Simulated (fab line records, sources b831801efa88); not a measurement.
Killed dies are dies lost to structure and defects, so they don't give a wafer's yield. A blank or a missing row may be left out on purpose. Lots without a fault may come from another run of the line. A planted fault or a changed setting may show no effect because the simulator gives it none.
fab line records | flow gf180mcu
record lots=14 wafers=42 last_day=34
route steps=602 shown V5@557
lots that met no fault: from a run of the same line without faults
start_h: hours from the record's first day to the start of the lot's first wafer shown | wait_h: hours since the lot's step before | " the same as in the row above | L1.1+2: a row that stands for several wafers | - no value, or no start given | * or withheld: withheld | < > ~ a bound
route shown NAME@n: a module of which the file shows steps, and the number in the route of the first | usual: mean/standard deviation of fault-free wafers | same: alike in all rows | chamber/n: place in a boat | sites: the reading at each site | _std_site: their standard deviation | _edge_site: outer sites' mean less inner sites' | radius_mm: how far each site lies from the wafer's centre | mask NAME#n: copy n | behind: the tool/chamber that last shaped the wafer | hold: why the lot was held/for how many hours/how that ended | device: the transistor (n, p or np) that didn't switch | end of line: the same wafers' tests at the end of the route | a step without rows: its recipe alone | killed: dies lost to structure and defects at the first sort, not the wafer's yield | map: a wafer's dies, x killed, . not, _ none there
set.NAME: the setting as run; set.NAME@STEP: as run at that earlier step | model.NAME: the simulator's own value behind a step, which no gauge read
steps of the route over a sample of lots; a table a step, a row a wafer
services: from which hour (start_h, from the record's first day; less than 0 if before it) a tool's chamber was out of use, for how many hours, and why
## steps
# step GF_V5_ETCH_17
# recipe chemistry=C4F8/O2/Ar mask_material=KrF target=SiO2 stop_on=TiN source_w=1500 bias_w=1200 pressure_mtorr=40 c4f8_flow_sccm=withheld O2_flow_sccm=6 Ar_flow_sccm=300 time_s=withheld target_depth_a=8550
# usual oes_product_au=0.859/0.0048 rf_fwd_power_W=1494/4.6
# columns lot.wafer tool chamber start_h wait_h oes_product_au rf_fwd_power_W
L871.1 rie_diel-02 2 630 - 0.854 1498
L871.4 " 1 " " 0.853 1497
L871.5 " 2 " " 0.853 1503
L873.1 rie_diel-02 1 643 - 0.855 1492
L873.3 " 2 " " 0.860 1498
L873.4 " 0 " " 0.856 1494
L874.1 rie_diel-01 1 656 - 0.865 1494
L874.2 " 3 " " 0.859 1496
L874.4 " 0 " " 0.854 1492
L875.1 rie_diel-02 0 666 - 0.855 1497
L875.3 " 3 " " 0.868 1493
L875.6 " 3 " " 0.855 1489
L876.2 rie_diel-01 1 670 - 0.861 1493
L876.4 " 1 " " 0.863 1489
L876.5 " 3 " " 0.862 1496
L877.1 rie_diel-02 3 683 - 0.858 1487
L877.3 " 0 " " 0.860 1494
L877.6 " 1 " " 0.858 1501
L878.2 rie_diel-02 1 686 - 0.851 1489
L878.3 " 0 " " 0.863 1493
L878.4 " 2 " " 0.857 1503
L882.1 rie_diel-02 2 719 - 0.860 1259
L882.4 " 0 " " 0.857 1263
L882.5 " 3 " " 0.852 1257
L884.1 rie_diel-02 3 727 - 0.851 1249
L884.3 " 0 " " 0.869 1256
L884.5 " 1 " " 0.876 1252
L888.1 rie_diel-03 1 749 - 0.858 1498
L888.4 " 3 " " 0.857 1492
L888.6 " 2 750 - 0.866 1498
L889.2 rie_diel-03 1 756 - 0.864 1505
L889.3 " 0 " " 0.859 1492
L889.5 " 1 " " 0.858 1494
L890.2 rie_diel-03 0 759 - 0.866 1500
L890.5 " 0 " " 0.858 1503
L890.6 " 1 " " 0.861 1494
L891.3 rie_diel-03 2 769 - 0.858 1498
L891.4 " 0 " " 0.867 1488
L891.6 " 3 " " 0.863 1489
L892.1 rie_diel-01 1 773 - 0.860 1498
L892.3 " 0 " " 0.865 1498
L892.6 " 3 " " 0.856 1499
## services
# columns tool chamber start_h hours kind
rie_diel-01 - 607.11 0.6 repair
rie_diel-01 - 613.83 2.8 pm
rie_diel-03 2 614.44 - clean
rie_diel-03 2 614.44 14.1 scheduled_down
rie_diel-03 2 614.44 14.1 vent_cycle
rie_diel-03 2 645.93 4.9 repair
rie_diel-01 2 664.69 7.5 repair
rie_diel-01 - 696.33 4.0 pm
rie_diel-02 1 730.89 - clean
rie_diel-02 1 730.89 18.1 scheduled_down
rie_diel-02 1 730.89 18.1 vent_cycle
rie_diel-03 0 751.66 1.3 repair
rie_diel-02 2 753.94 7.0 repair
## key
first_sign step=GF_V5_ETCH_17 reading=rf_fwd_power_W direction=down sigmas=52 usual=1494 struck=1256
effect none on later readings
met_at GF_V5_ETCH_17
struck_lots L882,L884
onset_between 686 719
fault kind=process_parameter_drift tool=rie_diel-02 chamber=- onset_h=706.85 steps=GF_V5_ETCH_17 channel=source_w offset=-240 shape=step end_h=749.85 acts_in=these_recipes_only stated=1500
